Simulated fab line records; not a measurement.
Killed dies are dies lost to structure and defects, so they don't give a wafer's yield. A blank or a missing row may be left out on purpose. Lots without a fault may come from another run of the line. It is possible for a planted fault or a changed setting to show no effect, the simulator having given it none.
One fault through the eyes of 2 desks || flow sfq line || only its own numbers are on each desk; what lay behind them is given at the end

THE TOOL OWNER'S DESK: pvd sputter-06
The tool's own readings at SFQ_TRILAYER_M0_DEP_SPUTTER_019 (material Nb, target thk 200 nm, time 133.3 s): means of the sampled wafers that have a number, for each lot that ran on this tool. The brackets show how far a lot's mean lies from the usual mean; more than 4 standard deviations puts the lot out of limits, marked OUT.
Columns: A = throttle valve pct at SFQ_TRILAYER_M0_DEP_SPUTTER_019, usual 30.5 %
{"lot": "L978", "first seen here": "day 5 11:20", "A": 29.8}
{"lot": "L982", "first seen here": "day 6 09:07", "A": 30.7}
{"lot": "L983", "first seen here": "day 6 11:26", "A": 29.8}
{"lot": "L984", "first seen here": "day 6 16:14", "A": 31.8}
{"lot": "L985", "first seen here": "day 7 00:40", "A": 30.4}
{"lot": "L986", "first seen here": "day 7 05:27", "A": 30.9}
{"lot": "L987", "first seen here": "day 7 11:26", "A": 29.6}
{"lot": "L100", "first seen here": "day 10 20:52", "A": 31.2}
This desk's finding: nothing out of limits on any of the 8 lots.

FROM THE METROLOGY DESK
What the gauges read for every lot (on any tool): the sampled wafers with a number, averaged. The brackets show how far a lot's mean lies from the usual mean; more than 4 standard deviations puts the lot out of limits, marked OUT.
Columns: A = M0_NB_RS at SFQ_M0_RS_MEAS_904, usual 0.891 ohm/sq
{"lot": "L978", "first seen here": "day 5 11:27", "A": 0.895}
{"lot": "L979", "first seen here": "day 5 18:02", "A": 0.899}
{"lot": "L981", "first seen here": "day 6 04:27", "A": 0.890}
{"lot": "L982", "first seen here": "day 6 09:16", "A": 0.902}
{"lot": "L983", "first seen here": "day 6 11:33", "A": 0.897}
{"lot": "L984", "first seen here": "day 6 16:22", "A": "0.744 (-21) OUT"}
{"lot": "L985", "first seen here": "day 7 00:45", "A": "0.749 (-20) OUT"}
{"lot": "L986", "first seen here": "day 7 05:34", "A": "0.743 (-21) OUT"}
{"lot": "L987", "first seen here": "day 7 11:34", "A": "0.740 (-22) OUT"}
{"lot": "L988", "first seen here": "day 7 13:57", "A": 0.894}
{"lot": "L992", "first seen here": "day 8 18:33", "A": 0.882}
{"lot": "L995", "first seen here": "day 9 12:35", "A": 0.900}
{"lot": "L997", "first seen here": "day 9 23:25", "A": 0.891}
{"lot": "L998", "first seen here": "day 10 07:45", "A": 0.893}
{"lot": "L999", "first seen here": "day 10 14:59", "A": 0.897}
{"lot": "L100", "first seen here": "day 10 20:58", "A": 0.889}
This desk finds L984, L985, L986, L987 out of limits, with the earliest case on L984 at day 6 16:22 (M0_NB_RS at SFQ_M0_RS_MEAS_904). L978, L979, L981, L982, L983, L988, L992, L995, L997, L998, L999, L100 stayed within limits.

TAKEN TOGETHER
At day 6 16:22 the metrology desk could have sounded an alarm, on L984, L985, L986, L987.
The desk of the tool owner found nothing out of limits.
The tool owner's desk has L984, L985, L986, L987 on record, within its limits.
SFQ_TRILAYER_M0_DEP_SPUTTER_019 was run on pvd sputter-06 by each of the lots named.

WHAT WAS PUT IN BY THE SIMULATOR
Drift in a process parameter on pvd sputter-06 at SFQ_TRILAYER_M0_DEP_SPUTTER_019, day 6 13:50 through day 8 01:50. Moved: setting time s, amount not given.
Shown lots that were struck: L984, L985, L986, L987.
Hours from the fault's start to each desk's first reading out of limits: the metrology desk, 3.
